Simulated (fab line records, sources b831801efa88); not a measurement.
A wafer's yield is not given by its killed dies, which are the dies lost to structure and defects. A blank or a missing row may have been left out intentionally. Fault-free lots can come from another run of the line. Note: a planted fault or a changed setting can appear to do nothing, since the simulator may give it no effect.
8D (eight disciplines) problem report, filled in by code | flow gf180mcu | the parts of the form that need people (team, actions taken, sign-off) are left out

== 1. THE PROBLEM ==
Wafers free of any fault read 16.3 ohm/sq (standard deviation 0.32) for SALICIDE_TIN_RS at GF_SALICIDE_RS_MEAS_04, against a mean of 10.4 ohm/sq on 2 wafers of 2 lots. Relative to the usual mean, that is a shift of -18 standard deviations.
The step: measures by four-point-probe.
First seen on wafer L172.3, day 18 11:04, on film-metro-03. At this step, 42 wafers from 14 lots have a number in the record. Rule for "out", or "out of limits": more than 4 standard deviations from the usual mean. The other wafers with a number count as sound.

== 2. WHAT IT IS, AND WHAT IT ISN'T ==
question                    | is                           | is not
which readings at this step | SALICIDE_TIN_RS              | -
which lots                  | L172, L174                   | L163, L164, L165, L166, L169, L170, L181, L182, L183, L184, L185, L186
which wafers of those lots  | L172.3, L174.2               | L172.4, L172.5, L174.1, L174.4
read on which gauges        | film-metro-01, film-metro-03 | film-metro-02
when                        | from day 18 11:04            | up to then (20 sound wafers); but 20 sound wafers of L174, L181, L182, L183, L184, L185, L186 came after

== 3. WHAT RULES OUT EACH SUSPECT ==
Counting: if a tool at a process step up to the reading ran every lot that is out, it stays a suspect. Sound lots after the first of them don't rule it out here, since some wafers of a struck lot are sound.
- the gauge at GF_SALICIDE_RS_MEAS_04 is ruled out. Those wafers that are out were read across 2 gauges (film-metro-01, film-metro-03).
- pvd-sputter-02 at GF_SALICIDE_SPUTTER_02 (material Co, target thk 10 nm, time 20 s): kept. It processed each lot that is out (first: L172, day 18 10:59); up to then, its last sound lot is L170 (day 17 15:53).
Left after counting: pvd-sputter-02 at GF_SALICIDE_SPUTTER_02.

== 4. THE CAUSE (what the simulator had put in) ==
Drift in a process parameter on pvd-sputter-02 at GF_SALICIDE_SPUTTER_02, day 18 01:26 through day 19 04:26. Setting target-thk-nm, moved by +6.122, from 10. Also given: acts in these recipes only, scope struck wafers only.
The count eliminated every tool but this one.

== 5. THE CHAIN OF EFFECTS, in route order ==
One row per reading whose mean, taken over the struck wafers that have a number, lies over 3 standard deviations from the usual. Only readings for which the record gives a usual standard deviation are gone through. hours: the time from each lot's start at the first step in this table that gives one to its start at this step, as a median over the lots. sigmas: the change in usual standard deviations.
hours | step                   | reading         | usual       | on struck wafers | change | sigmas
0     | GF_SALICIDE_RS_MEAS_04 | SALICIDE_TIN_RS | 16.3 ohm/sq | 10.4             | -5.9   | -18
Later steps that measure or inspect, where all struck wafers having a row at the step show a number for every such reading and not one has moved that far: GF_CONTACT_CD_MEAS_14, GF_CONTACT_OVL_MEAS_15.

== 6. WHAT WOULD HAVE CAUGHT IT SOONER ==
In this record the first reading out of limits at a measuring or inspecting step was taken at day 18 11:04, 10 hours after the fault began at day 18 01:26.
No tool reading at GF_SALICIDE_SPUTTER_02 that has a usual standard deviation in the record was out on any struck wafer, so an alarm limit of 4 standard deviations on those readings would not have fired.
Among the 2 lots that are out, L174 began GF_SALICIDE_SPUTTER_02 on pvd-sputter-02 after day 18 11:04. Had the tool been put on hold then, it would have been spared.
